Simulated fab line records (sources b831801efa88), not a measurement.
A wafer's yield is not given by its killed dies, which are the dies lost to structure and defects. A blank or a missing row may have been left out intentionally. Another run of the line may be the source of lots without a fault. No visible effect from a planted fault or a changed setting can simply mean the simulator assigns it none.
Split-lot experiment | flow gf180mcu | 23 wafers read from 5 lots, route of 602 steps

THE SPLIT ITSELF
At GF_NWELL_COAT_02 (resist thk 3000 nm), the setting resistThkNm was moved away from the recipe's 3000 nm on 8 of the 23 wafers read, by +5.5% to +5.7%. All remaining wafers had this setting at the recipe value.

The reading comes from the split's own step.

THE READING
coat_of_NWELL_COAT_02.thkNm (the simulator's own value, which no gauge read), in nm, at GF_NWELL_COAT_02 (resist thk 3000 nm). No usual value for it is given in the file. Across the 15 wafers here that went through the recipe, the average is 3003 nm and the standard deviation 5.5 nm.

wafer  | tool, chamber at the split | resistThkNm as run, nm | against the recipe | coat_of_NWELL_COAT_02.thkNm, nm | against lot-mates on the recipe
L074.1 | lithoTrack-04, 0           | 3165                   | +5.5%              | 3172                            | +168
L074.3 | lithoTrack-04, 0           | 3165                   | +5.5%              | 3172                            | +168
L074.2 | lithoTrack-04, 0           | 3165                   | +5.5%              | 3169                            | +165
L074.5 | lithoTrack-04, 0           | 3000                   | recipe             | 3004                            | -
L074.6 | lithoTrack-04, 0           | 3000                   | recipe             | 3004                            | -
L076.1 | lithoTrack-04, 0           | 3000                   | recipe             | 2999                            | -
L076.3 | lithoTrack-04, 0           | 3000                   | recipe             | 2992                            | -
L076.6 | lithoTrack-04, 0           | 3000                   | recipe             | 3005                            | -
L080.1 | lithoTrack-04, 0           | 3171                   | +5.7%              | 3177                            | +178
L080.2 | lithoTrack-04, 0           | 3000                   | recipe             | 2999                            | -
L080.5 | lithoTrack-04, 0           | 3000                   | recipe             | 2999                            | -
L080.3 | lithoTrack-04, 0           | 3171                   | +5.7%              | 3174                            | +175
L080.4 | lithoTrack-04, 0           | 3171                   | +5.7%              | 3166                            | +167
L082.1 | lithoTrack-02, 0           | 3171                   | +5.7%              | 3166                            | +159
L082.2 | lithoTrack-02, 0           | 3000                   | recipe             | 3012                            | -
L082.3 | lithoTrack-02, 0           | 3171                   | +5.7%              | 3180                            | +173
L082.4 | lithoTrack-02, 0           | 3000                   | recipe             | 3005                            | -
L082.6 | lithoTrack-02, 0           | 3000                   | recipe             | 3004                            | -
L083.1 | lithoTrack-02, 0           | 3000                   | recipe             | 2999                            | -
L083.3 | lithoTrack-02, 0           | 3000                   | recipe             | 3008                            | -
L083.4 | lithoTrack-02, 0           | 3000                   | recipe             | 3010                            | -
L083.5 | lithoTrack-02, 0           | 3000                   | recipe             | 3009                            | -
L083.6 | lithoTrack-02, 0           | 3000                   | recipe             | 2995                            | -

FIT RESULTS
A straight line over all 23 wafers: coat_of_NWELL_COAT_02.thkNm changes by +30 nm for each +1% of resistThkNm; r = +1.00; the points scatter about the line by 5.6 nm.
The same after taking each lot's own level away (the mean of its wafers on the recipe; 23 wafers): +30.1 nm for each +1%; r = +1.00; scatter 5.1 nm.
According to that fit, moving resistThkNm by its largest amount changes the reading by 1.7e+02 nm.
The lots' own levels span 2998.7 to 3007.0 nm, that is 1.5 times the standard deviation above.
The two slopes agree, so the slope changes little with the lot-to-lot level.
Check: +170 nm against its lot-mates is what the line predicts for one of the wafers moved furthest among these (+5.7%) when that wafer is left out of the fit. It came out at +178 nm against them.

OTHER SPLITS APPLIED TO THESE WAFERS
These wafers also went through other splits before the reading. Each is held against what the fit with the lots' levels taken away leaves over:
other split on the same wafers | wafers away from the commonest value | r with coat_of_NWELL_COAT_02.thkNm (lot level and that fit taken away)
GF_STI_OXIDATION_21 oxTimeS    | 18                                   | -0.22
GF_STI_OXIDATION_29 oxTimeS    | 15                                   | +0.00

THE WHOLE CHAIN: every reading that the file lists as answering this split, in the file's order
step              | what it does       | reading                                                                      | change (the file's fit)              | r (the file's)
GF_NWELL_COAT_02  | resist thk 3000 nm | coat_of_NWELL_COAT_02.thkNm (the simulator's own value, which no gauge read) | +29.9 nm for each +1% of the setting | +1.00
GF_NWELL_STRIP_10 | strips in O2/N2    | stripTimeToEndpointS                                                         | withheld for each +1% of the setting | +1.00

FILE'S OWN FIT
coat_of_NWELL_COAT_02.thkNm changes by +29.9 nm for each +1% of resistThkNm, r = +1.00.
